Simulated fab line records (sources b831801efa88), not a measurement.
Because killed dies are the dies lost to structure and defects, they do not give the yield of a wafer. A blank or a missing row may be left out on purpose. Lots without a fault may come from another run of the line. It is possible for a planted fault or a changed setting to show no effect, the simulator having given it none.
The tool behind it: which one?    flow sfq_line    13 lots with 39 wafers sampled at 3 steps, on a route of 325 steps

== WHAT THE GAUGES READ, wafer by wafer ==
The record lacks any reading of a measuring or inspecting step that a usual standard deviation could be used to judge.

== WHAT TOOL EACH LOT RAN ON (gives the tool, then ch and the chambers of the sampled wafers, and finally the start) ==
lot   SFQ_TRILAYER_I6_CMP_CMP_166    SFQ_TRILAYER_I6_METRO_MEASURE_167  SFQ_TRILAYER_I6_VIA_ETCH_VIA_ETCH_172
L316  cmp-02 ch 1,3, day 76 03:05    film_metro-03, day 76 05:43        rie_diel-04 ch 0,1,2, day 76 09:14
L317  cmp-02 ch 0,1, day 76 05:35    film_metro-01, day 76 08:43        rie_diel-01 ch 0,1,2, day 76 14:29
L318  cmp-01 ch 0,1,2, day 76 09:10  film_metro-02, day 76 11:11        rie_diel-04 ch 2,3, day 76 18:50
L319  cmp-02 ch 0,1,2, day 76 09:35  film_metro-03, day 76 12:07        rie_diel-01 ch 0,2,3, day 76 20:02
L325  cmp-01 ch 0,2,3, day 77 07:32  film_metro-01, day 77 10:03        rie_diel-03 ch 0,2, day 77 14:02
L327  cmp-02 ch 0,2, day 77 15:52    film_metro-01, day 77 18:53        rie_diel-04 ch 0,1,3, day 77 23:41
L328  cmp-01 ch 1,2,3, day 77 19:51  film_metro-01, day 77 22:34        rie_diel-01 ch 0,3, day 78 02:05
L330  cmp-01 ch 0,2,3, day 78 02:21  film_metro-01, day 78 04:22        rie_diel-03 ch 1,2,3, day 81 21:49
L331  cmp-01 ch 1,2,3, day 78 03:51  film_metro-02, day 78 06:58        rie_diel-01 ch 0,3, day 82 03:46
L334  cmp-01 ch 1,2, day 79 11:25    film_metro-02, day 79 14:44        rie_diel-03 ch 2,3, day 83 07:01
L336  cmp-01 ch 1,2, day 80 12:47    film_metro-03, day 80 15:55        rie_diel-01 ch 0,1,3, day 83 15:25
L338  cmp-01 ch 0,1,2, day 81 01:53  film_metro-01, day 81 04:31        rie_diel-04 ch 1,2,3, day 83 22:37
L339  cmp-02 ch 0,2,3, day 82 14:01  film_metro-02, day 82 17:08        rie_diel-04 ch 1,2,3, day 85 17:29
- SFQ_TRILAYER_I6_CMP_CMP_166: polishes SiO2.
- SFQ_TRILAYER_I6_METRO_MEASURE_167
- SFQ_TRILAYER_I6_VIA_ETCH_VIA_ETCH_172: etches SiO2 in CHF3, stops on Nb, target depth 260 nm.

== AS READ BY THE TOOLS THEMSELVES (means over the sampled wafers that have a number; for cases with no such wafer, the mark the record gives instead) ==
SFQ_TRILAYER_I6_CMP_CMP_166.
lot   tool    motor_current_A (A)  time_to_endpoint_s (s)
L316  cmp-02  10.2                 222
L317  cmp-02  9.8                  215
L318  cmp-01  10.0                 215
L319  cmp-02  10.1                 216
L325  cmp-01  10.8                 216
L327  cmp-02  10.3                 200
L328  cmp-01  10.0                 215
L330  cmp-01  10.7                 221
L331  cmp-01  9.7                  214
L334  cmp-01  9.2                  214
L336  cmp-01  9.4                  205
L338  cmp-01  10.1                 210
L339  cmp-02  9.7                  218

SFQ_TRILAYER_I6_METRO_MEASURE_167.
lot   tool           thk_nm (nm)
L316  film_metro-03  199.1
L317  film_metro-01  198.9
L318  film_metro-02  198.9
L319  film_metro-03  200.4
L325  film_metro-01  199.2
L327  film_metro-01  217.7
L328  film_metro-01  200.8
L330  film_metro-01  200.2
L331  film_metro-02  200.1
L334  film_metro-02  201.0
L336  film_metro-03  199.7
L338  film_metro-01  200.4
L339  film_metro-02  200.9

SFQ_TRILAYER_I6_VIA_ETCH_VIA_ETCH_172.
lot   tool         drypump_motor_current_A (A)  oes_product_au (a.u.)
L316  rie_diel-04  5.4                          0.857
L317  rie_diel-01  5.6                          0.851
L318  rie_diel-04  5.9                          0.850
L319  rie_diel-01  6.2                          0.858
L325  rie_diel-03  6.0                          0.856
L327  rie_diel-04  5.7                          0.894
L328  rie_diel-01  5.8                          0.853
L330  rie_diel-03  5.9                          0.852
L331  rie_diel-01  5.8                          0.854
L334  rie_diel-03  5.7                          0.854
L336  rie_diel-01  5.6                          0.857
L338  rie_diel-04  5.8                          0.855
L339  rie_diel-04  5.8                          0.854

== THE ANSWER, worked out from the rows above alone ==
Rule: usual is defined by the lots themselves. Put in order of their means at a reading, lots are off if they are a third of the lots or fewer, leave a main group of 4 or more, and stand apart from it by a gap of 3 or more times the standard deviation of the main group's means; of several such gaps the widest counts. The tables above print the reading to a certain number of digits; a main group whose means all agree to those digits is not used. A lot without any number at a reading at which 4 lots or more have one is off too. The other lots that the step has rows for count as sound. First the gauges in route order, then the tools' own readings, where a lot's mean is used as printed above. At the first step where some lot is off, the reading lying furthest off is the one used; lots without a number count as furthest.
Off at SFQ_TRILAYER_I6_METRO_MEASURE_167 (thk_nm): L327. Mean 200.0 nm and standard deviation 0.75 in the main group.
A tool fits if, at that step or a process step before it, it ran every lot that is off, and no sound lot after the first of them. No candidate that was tried fits.

== WHAT THE SIMULATOR HAD INSERTED ==
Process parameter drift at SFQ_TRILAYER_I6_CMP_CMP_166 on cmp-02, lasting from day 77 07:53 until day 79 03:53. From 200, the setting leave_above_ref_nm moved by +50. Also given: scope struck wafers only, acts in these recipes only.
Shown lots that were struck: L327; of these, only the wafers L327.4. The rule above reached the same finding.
